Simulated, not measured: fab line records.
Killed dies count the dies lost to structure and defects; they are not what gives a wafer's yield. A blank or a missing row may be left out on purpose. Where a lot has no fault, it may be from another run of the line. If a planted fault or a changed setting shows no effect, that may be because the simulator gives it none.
fab line records    flow gf180mcu
record: lots: 15  wafers: 45  lastDay: 34
route steps=602 shown STI@5 NWELL@49 LVPWELL@56 MVPSD@89 VT_IMPLANT@100 DUAL_GATE@154
lots that met no fault: taken from a fault-free run of the same line
startH: the number of hours between the record's first day and the start of the first shown wafer of the lot    waitH: time in hours since the lot's previous step    " unchanged from the row above    L1.1+2: a single row standing in for several wafers    - value missing, or start not given    * or withheld: withheld    < > ~ a bound
route shown NAME@n: NAME is a module with steps in the file, n the number in the route of the first one    usual: average and standard deviation across the fault-free wafers    same: alike in all rows    chamber/n: place in a boat    sites: the reading at each site    _std_site: how widely they spread, as a standard deviation    _edge_site: mean of outer sites minus mean of inner sites    radiusMm: for every site, how far away it sits from the centre of the wafer    mask NAME#n: copy n    behind: the last tool/chamber to shape the wafer    hold: why the lot was held/for how many hours/how that ended    device: whichever transistor did not switch (one of n, p or np)    end of line: at the end of the route, the tests of the same wafers    a step without rows: its recipe alone    killed: at the first sort, the dies lost to defects and structure; wafer yield is something else    map: the dies of a wafer, with x for killed, . for not killed, _ for no die there
set.NAME: setting as actually run; set.NAME@STEP: the setting as run at that earlier step    model.NAME: the simulator's own value behind a step, which no gauge read
the route's steps for a sample of lots (tables are steps, rows are wafers)
services: when a tool's chamber went out of use (startH, in hours from the record's first day, below 0 if earlier), for how many hours, and the reason
== steps ==
step: GF_STI_THK_MEAS_04
recipe: reads: Si3N4_of_STI_CVD_03
usual: STI_CVD_03_THK: 207.6/2.1
lot.wafer  tool          chamber  startH  waitH  STI_CVD_03_THK[nm]
L621.2     filmMetro-01  -        24.73   0.0    205.4
L621.4     "             -        "       "      206.4
L621.5     "             -        "       "      205.6
L622.2     filmMetro-03  -        28.58   0.0    207.9
L622.5     "             -        "       "      206.6
L622.6     "             -        "       "      205.9
L624.2     filmMetro-01  -        38.58   0.0    204.7
L624.5     "             -        "       "      206.2
L624.6     "             -        "       "      208.4
L625.2     filmMetro-03  -        44.84   0.0    207.3
L625.3     "             -        "       "      207.7
L625.5     "             -        "       "      207.4
L626.1     filmMetro-03  -        48.56   0.0    207.8
L626.3     "             -        "       "      207.7
L626.5     "             -        "       "      209.1
L627.3     filmMetro-01  -        53.95   0.0    205.8
L627.4     "             -        "       "      205.6
L627.5     "             -        "       "      205.4
L628.1     filmMetro-03  -        58.56   0.0    210.4
L628.2     "             -        "       "      210.0
L628.5     "             -        "       "      209.2
L630.1     filmMetro-03  -        68.56   0.0    205.8
L630.2     "             -        "       "      209.0
L630.6     "             -        "       "      204.8
L631.2     filmMetro-01  -        73.75   0.0    210.2
L631.4     "             -        "       "      210.8
L631.6     "             -        "       "      210.8
L632.1     filmMetro-04  -        79.41   0.0    203.8
L632.2     "             -        "       "      202.5
L632.5     "             -        "       "      202.2
L633.1     filmMetro-04  -        85.94   0.0    204.9
L633.4     "             -        "       "      204.0
L633.6     "             -        "       "      206.6
L634.2     filmMetro-01  -        89.09   0.0    206.3
L634.3     "             -        "       "      207.7
L634.4     "             -        "       "      209.4
L638.2     filmMetro-03  -        108.99  0.0    209.5
L638.5     "             -        "       "      208.9
L638.6     "             -        "       "      209.0
L641.2     filmMetro-01  -        125.35  0.0    207.1
L641.5     "             -        "       "      206.0
L641.6     "             -        "       "      205.7
L642.2     filmMetro-01  -        128.71  0.0    207.0
L642.4     "             -        "       "      206.3
L642.6     "             -        "       "      207.6
step: GF_NWELL_OVL_MEAS_07
usual: NWELL_OVL: -0.5/1.5
lot.wafer  tool        chamber  startH  waitH  NWELL_OVL[nm]
L621.2     overlay-02  -        67.01   -      -1.9
L621.4     "           -        "       "      -2.6
L621.5     "           -        "       "      -0.6
L622.2     overlay-01  -        69.53   -      1.6
L622.5     "           -        "       "      1.0
L622.6     "           -        "       "      1.2
L624.2     overlay-02  -        74.40   -      -0.4
L624.5     "           -        "       "      0.7
L624.6     "           -        "       "      0.3
L625.2     overlay-01  -        108.96  -      0.6
L625.3     "           -        "       "      -0.7
L625.5     "           -        "       "      -1.0
L626.1     overlay-02  -        109.53  -      1.5
L626.3     "           -        "       "      -0.6
L626.5     "           -        "       "      -0.5
L627.3     overlay-01  -        112.94  -      0.8
L627.4     "           -        "       "      1.1
L627.5     "           -        "       "      2.9
L628.1     overlay-01  -        113.40  -      1.1
L628.2     "           -        "       "      1.0
L628.5     "           -        "       "      1.4
L630.1     overlay-02  -        114.14  -      0.2
L630.2     "           -        "       "      -1.2
L630.6     "           -        "       "      -2.2
L631.2     overlay-01  -        117.53  -      -0.1
L631.4     "           -        "       "      0.4
L631.6     "           -        "       "      -0.6
L632.1     overlay-01  -        123.49  -      0.1
L632.2     "           -        "       "      -1.3
L632.5     "           -        "       "      0.6
L633.1     overlay-01  -        135.49  -      -0.2
L633.4     "           -        "       "      0.8
L633.6     "           -        "       "      -0.6
L634.2     overlay-01  -        138.24  -      -1.6
L634.3     "           -        "       "      -2.3
L634.4     "           -        "       "      -2.9
L638.2     overlay-01  -        159.83  -      -3.5
L638.5     "           -        "       "      -3.7
L638.6     "           -        "       "      -3.0
L641.2     overlay-01  -        183.19  -      -2.2
L641.5     "           -        "       "      -0.4
L641.6     "           -        "       "      0.0
L642.2     overlay-02  -        183.31  -      -1.6
L642.4     "           -        "       "      -2.0
L642.6     "           -        "       "      -0.1
step: GF_LVPWELL_COAT_02
recipe: spinRpm: 2000  resistThkNm: 3000
usual: chillPlateTempC: 23.00/0.11  dispensePressureKPa: 50/4.2
lot.wafer  tool           chamber  startH  waitH  chillPlateTempC  dispensePressureKPa
L621.2     lithoTrack-01  0        70.80   0.1    22.87            54
L621.4     "              0        "       "      23.01            54
L621.5     "              0        "       "      23.08            54
L622.2     lithoTrack-03  0        72.52   0.1    22.96            52
L622.5     "              0        "       "      23.12            52
L622.6     "              0        "       "      23.00            52
L624.2     lithoTrack-03  0        77.42   0.1    22.95            52
L624.5     "              0        "       "      22.94            52
L624.6     "              0        "       "      23.00            52
L625.2     lithoTrack-04  0        116.11  0.1    22.92            44
L625.3     "              0        "       "      23.01            44
L625.5     "              0        "       "      23.03            44
L626.1     lithoTrack-01  0        116.83  0.1    23.02            54
L626.3     "              0        "       "      23.12            54
L626.5     "              0        "       "      23.17            54
L627.3     lithoTrack-04  0        120.69  0.1    23.20            44
L627.4     "              0        "       "      23.28            44
L627.5     "              0        "       "      23.15            44
L628.1     lithoTrack-04  0        121.29  0.1    23.07            44
L628.2     "              0        "       "      22.98            44
L628.5     "              0        "       "      22.94            44
L630.1     lithoTrack-03  0        121.84  0.1    22.96            52
L630.2     "              0        "       "      23.09            52
L630.6     "              0        "       "      22.81            52
L631.2     lithoTrack-01  -        124.60  0.1    -                -
L631.4     "              -        "       "      -                -
L631.6     "              -        "       "      -                -
L632.1     lithoTrack-04  -        130.69  0.1    -                -
L632.2     "              -        "       "      -                -
L632.5     "              -        "       "      -                -
L633.1     lithoTrack-01  -        143.18  0.1    -                -
L633.4     "              -        "       "      -                -
L633.6     "              -        "       "      -                -
L634.2     lithoTrack-03  0        145.37  0.1    23.13            52
L634.3     "              0        "       "      23.09            52
L634.4     "              0        "       "      22.97            52
L638.2     lithoTrack-03  0        167.92  0.1    22.99            52
L638.5     "              0        "       "      23.03            52
L638.6     "              0        "       "      23.10            52
L641.2     lithoTrack-03  0        191.72  0.1    22.76            52
L641.5     "              0        "       "      22.88            52
L641.6     "              0        "       "      22.90            52
L642.2     lithoTrack-04  0        192.21  0.1    23.01            44
L642.4     "              0        "       "      23.05            44
L642.6     "              0        "       "      23.04            44
step: GF_LVPWELL_OVL_MEAS_07
usual: LVPWELL_OVL: -0.3/1.3
lot.wafer  tool        chamber  startH  waitH  LVPWELL_OVL[nm]
L621.2     overlay-01  -        74.23   -      1.2
L621.4     "           -        "       "      -0.3
L621.5     "           -        "       "      -0.9
L622.2     overlay-01  -        74.95   -      1.6
L622.5     "           -        "       "      0.3
L622.6     "           -        "       "      1.2
L624.2     overlay-02  -        81.93   -      -1.9
L624.5     "           -        "       "      -3.9
L624.6     "           -        "       "      -2.8
L625.2     overlay-02  -        123.68  -      -0.2
L625.3     "           -        "       "      -2.0
L625.5     "           -        "       "      -1.9
L626.1     overlay-02  -        124.44  -      2.5
L626.3     "           -        "       "      -0.6
L626.5     "           -        "       "      0.5
L627.3     overlay-02  -        128.30  -      0.0
L627.4     "           -        "       "      0.5
L627.5     "           -        "       "      -0.1
L628.1     overlay-02  -        128.64  -      -1.4
L628.2     "           -        "       "      0.5
L628.5     "           -        "       "      1.5
L630.1     overlay-01  -        128.74  -      -0.1
L630.2     "           -        "       "      -0.6
L630.6     "           -        "       "      -1.8
L631.2     overlay-02  -        132.30  -      -
L631.4     "           -        "       "      -
L631.6     "           -        "       "      -
L632.1     overlay-01  -        138.59  -      -
L632.2     "           -        "       "      -
L632.5     "           -        "       "      -
L633.1     overlay-02  -        151.24  -      -
L633.4     "           -        "       "      -
L633.6     "           -        "       "      -
L634.2     overlay-02  -        153.40  -      0.1
L634.3     "           -        "       "      -1.0
L634.4     "           -        "       "      -1.5
L638.2     overlay-01  -        176.10  -      -1.1
L638.5     "           -        "       "      0.6
L638.6     "           -        "       "      -1.0
L641.2     overlay-02  -        200.34  -      1.4
L641.5     "           -        "       "      0.6
L641.6     "           -        "       "      0.0
L642.2     overlay-01  -        200.69  -      -2.2
L642.4     "           -        "       "      -2.1
L642.6     "           -        "       "      -1.5
step: GF_MVPSD_TW_MEAS_11
usual: MVPSD_TW: 554/5.2
lot.wafer  tool          chamber  startH  waitH  MVPSD_TW
L621.2     filmMetro-03  -        96.15   0.1    557
L621.4     "             -        "       "      557
L621.5     "             -        "       "      556
L622.2     filmMetro-04  -        96.93   0.1    554
L622.5     "             -        "       "      557
L622.6     "             -        "       "      557
L624.2     filmMetro-02  -        110.98  0.1    550
L624.5     "             -        "       "      551
L624.6     "             -        "       "      549
L625.2     filmMetro-02  -        155.49  0.1    548
L625.3     "             -        "       "      547
L625.5     "             -        "       "      552
L626.1     filmMetro-02  -        156.18  0.1    551
L626.3     "             -        "       "      550
L626.5     "             -        "       "      548
L627.3     filmMetro-03  -        160.51  0.1    557
L627.4     "             -        "       "      555
L627.5     "             -        "       "      553
L628.1     filmMetro-02  -        160.78  0.1    552
L628.2     "             -        "       "      549
L628.5     "             -        "       "      550
L630.1     filmMetro-04  -        161.13  0.1    557
L630.2     "             -        "       "      557
L630.6     "             -        "       "      554
L631.2     filmMetro-04  -        164.00  0.1    690
L631.4     "             -        "       "      697
L631.6     "             -        "       "      698
L632.1     filmMetro-04  -        170.28  0.1    700
L632.2     "             -        "       "      697
L632.5     "             -        "       "      700
L633.1     filmMetro-04  -        183.97  0.1    701
L633.4     "             -        "       "      700
L633.6     "             -        "       "      701
L634.2     filmMetro-02  -        187.17  0.1    547
L634.3     "             -        "       "      549
L634.4     "             -        "       "      547
L638.2     filmMetro-03  -        211.84  0.1    562
L638.5     "             -        "       "      563
L638.6     "             -        "       "      560
L641.2     filmMetro-02  -        237.88  0.1    547
L641.5     "             -        "       "      547
L641.6     "             -        "       "      544
L642.2     filmMetro-02  -        238.20  0.1    546
L642.4     "             -        "       "      546
L642.6     "             -        "       "      549
step: GF_VT_IMPLANT_TW_MEAS_10
usual: VT_IMPLANT_TW: 561/4.7
lot.wafer  tool          chamber  startH  waitH  VT_IMPLANT_TW
L621.2     filmMetro-02  -        110.75  0.1    556
L621.4     "             -        "       "      560
L621.5     "             -        "       "      558
L622.2     filmMetro-01  -        111.67  0.1    563
L622.5     "             -        "       "      563
L622.6     "             -        "       "      562
L624.2     filmMetro-02  -        126.72  0.1    558
L624.5     "             -        "       "      551
L624.6     "             -        "       "      556
L625.2     filmMetro-02  -        171.70  0.1    556
L625.3     "             -        "       "      557
L625.5     "             -        "       "      556
L626.1     filmMetro-01  -        172.17  0.1    563
L626.3     "             -        "       "      565
L626.5     "             -        "       "      561
L627.3     filmMetro-02  -        176.33  0.1    559
L627.4     "             -        "       "      557
L627.5     "             -        "       "      556
L628.1     filmMetro-02  -        177.97  0.1    555
L628.2     "             -        "       "      555
L628.5     "             -        "       "      559
L630.1     filmMetro-01  -        178.26  0.1    565
L630.2     "             -        "       "      563
L630.6     "             -        "       "      564
L631.2     filmMetro-04  -        180.93  0.1    706
L631.4     "             -        "       "      707
L631.6     "             -        "       "      702
L632.1     filmMetro-01  -        187.06  0.1    695
L632.2     "             -        "       "      697
L632.5     "             -        "       "      699
L633.1     filmMetro-04  -        200.79  0.1    704
L633.4     "             -        "       "      704
L633.6     "             -        "       "      702
L634.2     filmMetro-04  -        204.75  0.1    569
L634.3     "             -        "       "      567
L634.4     "             -        "       "      568
L638.2     filmMetro-04  -        230.10  0.1    572
L638.5     "             -        "       "      568
L638.6     "             -        "       "      569
L641.2     filmMetro-02  -        256.87  0.1    557
L641.5     "             -        "       "      557
L641.6     "             -        "       "      561
L642.2     filmMetro-02  -        257.17  0.1    557
L642.4     "             -        "       "      556
L642.6     "             -        "       "      556
step: GF_DUAL_GATE_STRIP_13
recipe: chemistry: O2/N2  powerW: 1400  pressureMtorr: 1500  platenTempC: 250  o2FlowSccm: 3000  n2FlowSccm: 300  overashFraction: 0.5
usual: drypumpMotorCurrentA: 5.7/0.34  heaterPowerW: 326/26  oesProductAu: 0.716/0.0043  stripTimeToEndpointS: 12.64/0.032
lot.wafer  tool            chamber  startH  waitH  drypumpMotorCurrentA  heaterPowerW  oesProductAu  rfHoursCounterH  stripTimeToEndpointS
L621.2     plasmaAsher-04  1        179.29  0.0    5.6                   302           0.719         57               12.68
L621.4     "               0        "       "      5.2                   382           0.718         -                12.66
L621.5     "               1        "       "      5.7                   312           0.715         -                12.70
L622.2     plasmaAsher-01  1        179.59  0.0    6.0                   301           0.716         6                12.65
L622.5     "               0        "       "      5.4                   343           0.718         -                12.58
L622.6     "               1        "       "      6.0                   301           0.715         -                12.64
L624.2     plasmaAsher-01  0        192.76  0.0    5.3                   345           0.714         7                12.62
L624.5     "               0        "       "      5.4                   337           0.712         -                12.62
L624.6     "               1        "       "      6.0                   299           0.714         -                12.58
L625.2     plasmaAsher-02  0        244.11  0.0    5.9                   305           0.712         69               12.60
L625.3     "               0        "       "      5.9                   309           0.720         -                12.65
L625.5     "               0        "       "      5.9                   306           0.721         -                12.63
L626.1     plasmaAsher-01  1        245.51  0.0    6.0                   297           0.707         13               12.65
L626.3     "               0        "       "      5.3                   347           0.725         -                12.64
L626.5     "               0        "       "      5.3                   343           0.717         -                12.67
L627.3     plasmaAsher-01  1        250.27  0.0    6.0                   295           0.717         -                12.71
L627.4     "               0        "       "      5.4                   352           0.722         -                12.69
L627.5     "               1        "       "      6.0                   301           0.715         -                12.73
L628.1     plasmaAsher-02  1        252.44  0.0    6.1                   330           0.715         69               12.66
L628.2     "               0        "       "      5.8                   305           0.722         69               12.65
L628.5     "               0        "       "      5.8                   307           0.720         -                12.69
L630.1     plasmaAsher-01  0        252.86  0.0    5.4                   340           0.727         13               12.66
L630.2     "               1        "       "      6.0                   302           0.714         13               12.65
L630.6     "               1        "       "      6.0                   305           0.717         -                12.67
L631.2     plasmaAsher-01  1        254.64  0.0    6.0                   299           0.716         14               12.67
L631.4     "               0        "       "      5.4                   339           0.718         -                12.65
L631.6     "               1        "       "      6.0                   296           0.713         -                12.65
L632.1     plasmaAsher-02  1        262.81  0.0    6.1                   329           0.714         71               12.63
L632.2     "               0        "       "      5.9                   302           0.716         71               12.64
L632.5     "               1        "       "      6.2                   332           0.712         -                12.62
L633.1     plasmaAsher-04  0        280.16  0.0    5.2                   365           0.707         68               12.63
L633.4     "               0        "       "      5.2                   367           0.720         -                12.64
L633.6     "               1        "       "      5.7                   307           0.713         -                12.64
L634.2     plasmaAsher-01  0        283.14  0.0    5.4                   350           0.721         17               12.68
L634.3     "               1        "       "      6.0                   305           0.717         -                12.64
L634.4     "               0        "       "      5.4                   345           0.719         -                12.71
L638.2     plasmaAsher-04  1        316.75  0.0    5.7                   305           0.719         71               12.66
L638.5     "               1        "       "      5.6                   307           0.718         -                12.62
L638.6     "               0        "       "      5.2                   377           0.718         -                12.63
L642.2     plasmaAsher-04  1        344.36  0.0    5.7                   312           0.718         74               12.62
L642.4     "               0        "       "      5.2                   364           0.719         -                12.59
L642.6     "               1        "       "      5.7                   306           0.713         -                12.63
L641.2     plasmaAsher-02  0        344.40  0.0    5.8                   311           0.717         79               12.63
L641.5     "               1        "       "      6.1                   337           0.719         -                12.62
L641.6     "               0        "       "      5.8                   302           0.707         -                12.60
== services ==
tool            chamber  startH  hours  kind
plasmaAsher-04  -        92.97   7.4    repair
plasmaAsher-01  -        108.75  9.0    pm
plasmaAsher-01  0        108.75  9.0    ventCycle
plasmaAsher-01  1        108.75  9.0    ventCycle
plasmaAsher-01  0        117.75  -      clean
plasmaAsher-01  1        117.75  -      clean
plasmaAsher-01  -        171.73  3.5    repair
plasmaAsher-01  -        174.44  0.9    repair
plasmaAsher-04  -        185.90  3.0    repair
plasmaAsher-02  -        260.49  0.5    repair
plasmaAsher-02  -        289.53  2.8    pm
plasmaAsher-04  -        329.97  1.1    repair
plasmaAsher-02  -        334.81  1.4    repair
plasmaAsher-01  -        342.15  4.0    repair
== key ==
firstSign: step: GF_LVPWELL_COAT_02  reading: toolRecord  direction: missing
effect: step: GF_LVPWELL_OVL_MEAS_07  reading: LVPWELL_OVL  direction: missing
effect: step: GF_MVPSD_TW_MEAS_11  reading: MVPSD_TW  direction: up  sigmas: 28  usual: 554  struck: 698
effect: step: GF_VT_IMPLANT_TW_MEAS_10  reading: VT_IMPLANT_TW  direction: up  sigmas: 30  usual: 561  struck: 702
metAt GF_LVPWELL_COAT_02
struckLots L631,L632,L633
sortLeftOut L631.2,L631.4,L631.6,L632.1,L632.2,L632.5,L633.1,L633.4,L633.6
testerLeftOut L631,L632,L633
notActingAt GF_STI_THK_MEAS_04,GF_NWELL_OVL_MEAS_07,GF_DUAL_GATE_STRIP_13
onsetBetween 121.29 124.60
fault: kind: skippedStepWhole  tool: lithoTrack-01,lithoTrack-04  chamber: -  onsetH: 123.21  steps: GF_LVPWELL_COAT_02  scope: struckLotsOnly
testerLeftOut: of these lots the tester's yield and bins aren't shown, on N5 and GAA mostly nor the transistor test; their killed dies are dies lost to structure and defects alone, not to doping, threshold or leakage, so they don't give the yield
sortLeftOut: the simulated sort isn't trusted on such a fault, so these wafers' sort isn't shown, and their yield isn't known
